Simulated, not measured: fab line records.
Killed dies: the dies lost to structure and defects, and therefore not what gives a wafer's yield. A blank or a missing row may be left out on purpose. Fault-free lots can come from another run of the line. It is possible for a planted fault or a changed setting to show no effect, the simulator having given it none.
Matching of chambers / flow gf180mcu / GF_V1_CMP_04 on cmp-01: 4 sister chambers
The step polishes SiO2. 14 wafers are shown with their chamber, then 7 later ones without.

EACH WAFER AND ITS CHAMBER
wafer=L188.3; chamber=1; motorCurrentA (A)=10.2; slurryFilterDpKPa (kPa)=13.45; timeToEndpointS (s)=81
wafer=L188.4; chamber=0; motorCurrentA (A)=11.3; slurryFilterDpKPa (kPa)=13.36; timeToEndpointS (s)=84
wafer=L188.5; chamber=3; motorCurrentA (A)=13.0; slurryFilterDpKPa (kPa)=13.54; timeToEndpointS (s)=76
wafer=L191.1; chamber=3; motorCurrentA (A)=13.1; slurryFilterDpKPa (kPa)=13.53; timeToEndpointS (s)=75
wafer=L191.2; chamber=1; motorCurrentA (A)=10.1; slurryFilterDpKPa (kPa)=13.63; timeToEndpointS (s)=81
wafer=L191.6; chamber=2; motorCurrentA (A)=11.6; slurryFilterDpKPa (kPa)=13.56; timeToEndpointS (s)=78
wafer=L196.2; chamber=3; motorCurrentA (A)=13.6; slurryFilterDpKPa (kPa)=13.57; timeToEndpointS (s)=74
wafer=L196.3; chamber=0; motorCurrentA (A)=11.5; slurryFilterDpKPa (kPa)=13.38; timeToEndpointS (s)=69
wafer=L196.5; chamber=0; motorCurrentA (A)=11.0; slurryFilterDpKPa (kPa)=13.45; timeToEndpointS (s)=71
wafer=L201.2; chamber=0; motorCurrentA (A)=11.8; slurryFilterDpKPa (kPa)=13.40; timeToEndpointS (s)=73
wafer=L201.3; chamber=2; motorCurrentA (A)=11.6; slurryFilterDpKPa (kPa)=13.56; timeToEndpointS (s)=75
wafer=L201.5; chamber=1; motorCurrentA (A)=10.4; slurryFilterDpKPa (kPa)=13.58; timeToEndpointS (s)=83
wafer=L209.3; chamber=2; motorCurrentA (A)=11.8; slurryFilterDpKPa (kPa)=13.49; timeToEndpointS (s)=76
wafer=L209.4; chamber=0; motorCurrentA (A)=11.9; slurryFilterDpKPa (kPa)=13.34; timeToEndpointS (s)=78

SIGNATURES (averages over the wafers above)
reading=motorCurrentA; chamber 0=11.500; chamber 1=10.233; chamber 2=11.667; chamber 3=13.233; scatter within a chamber=0.286
reading=slurryFilterDpKPa; chamber 0=13.3860; chamber 1=13.5533; chamber 2=13.5367; chamber 3=13.5467; scatter within a chamber=0.0534
reading=timeToEndpointS; chamber 0=75.00; chamber 1=81.67; chamber 2=76.33; chamber 3=75.00; scatter within a chamber=3.94
Rule: for a wafer and a chamber, the distance is found by dividing, reading by reading, the gap between the wafer's reading and the chamber's mean by the reading's scatter, squaring, summing and taking the root. If the next closest chamber is less than 2 further off than the closest, the wafer can't be placed; otherwise it belongs to the closest. How the scatter is found: for the shown wafers, subtract from each reading the mean of its chamber, square and add these, divide the total by (wafers less chambers), then take the root.

WAFERS WHOSE CHAMBER IS MISSING
wafer=L209.6; motorCurrentA (A)=11.1; slurryFilterDpKPa (kPa)=13.56; timeToEndpointS (s)=80
wafer=L210.1; motorCurrentA (A)=10.3; slurryFilterDpKPa (kPa)=13.18; timeToEndpointS (s)=81
wafer=L210.4; motorCurrentA (A)=11.3; slurryFilterDpKPa (kPa)=13.71; timeToEndpointS (s)=86
wafer=L210.5; motorCurrentA (A)=12.9; slurryFilterDpKPa (kPa)=13.47; timeToEndpointS (s)=81
wafer=L211.1; motorCurrentA (A)=11.7; slurryFilterDpKPa (kPa)=13.53; timeToEndpointS (s)=77
wafer=L211.2; motorCurrentA (A)=9.9; slurryFilterDpKPa (kPa)=13.43; timeToEndpointS (s)=86
wafer=L211.6; motorCurrentA (A)=12.0; slurryFilterDpKPa (kPa)=13.52; timeToEndpointS (s)=81

CHAMBER TAKEN BY EACH
wafer=L209.6; from the rows above=can't be placed: 2 or 1 or 0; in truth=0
wafer=L210.1; from the rows above=can't be placed: 0 or 1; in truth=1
wafer=L210.4; from the rows above=can't be placed: 2 or 1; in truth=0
wafer=L210.5; from the rows above=3; in truth=3
wafer=L211.1; from the rows above=2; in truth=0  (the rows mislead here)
wafer=L211.2; from the rows above=1; in truth=1
wafer=L211.6; from the rows above=can't be placed: 2 or 0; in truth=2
Placed correctly: 2 of 7. Cannot be placed on the basis of these rows: 4; the candidates contain the true chamber in 3. 1 placed wrongly.
